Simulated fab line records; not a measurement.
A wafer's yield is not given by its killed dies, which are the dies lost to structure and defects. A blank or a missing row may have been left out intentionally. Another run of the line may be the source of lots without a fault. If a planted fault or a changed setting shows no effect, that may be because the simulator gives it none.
Which tool did it? | flow gf180mcu | at 1 step of a route of 602, 6 lots with 18 wafers sampled

WHAT THE GAUGES READ, wafer by wafer
GF_M4_CD_MEAS_14: the cd target is 280 nm.
lot  | measured     | on        | cd_nm (nm)
L468 | day 26 01:43 | cd_sem-01 | 280.5 280.3 280.2
L470 | day 26 15:40 | cd_sem-02 | 281.1 281.2 281.2
L472 | day 27 06:11 | cd_sem-02 | 280.1 280.1 280.0
L477 | day 28 18:09 | cd_sem-02 | 282.0 281.6 280.9
L481 | day 29 19:46 | cd_sem-02 | 279.1 279.0 278.6
L483 | day 30 06:52 | cd_sem-02 | 281.0 280.4 280.6

WHAT TOOL EACH LOT RAN ON (gives the tool, then ch and the chambers of the sampled wafers, and finally the start)
No process step before these readings appears in the record.

THE ANSWER, worked out from the rows above alone
Rule: what is usual is taken from the lots themselves. Put in order of their means at a reading, lots are off if they are a third of the lots or fewer, leave a main group of 4 or more, and stand apart from it by a gap of 3 or more times the standard deviation of the main group's means; of several such gaps the widest counts. A main group is skipped when, at the precision printed for the reading in the tables above, its means are all equal. A lot without any number at a reading at which 4 lots or more have one is off too. All remaining lots with rows at the step are treated as sound.
Across all readings shown, no lot is off: no conclusion can be drawn from this.

WHAT HAD BEEN PUT IN BY THE SIMULATOR
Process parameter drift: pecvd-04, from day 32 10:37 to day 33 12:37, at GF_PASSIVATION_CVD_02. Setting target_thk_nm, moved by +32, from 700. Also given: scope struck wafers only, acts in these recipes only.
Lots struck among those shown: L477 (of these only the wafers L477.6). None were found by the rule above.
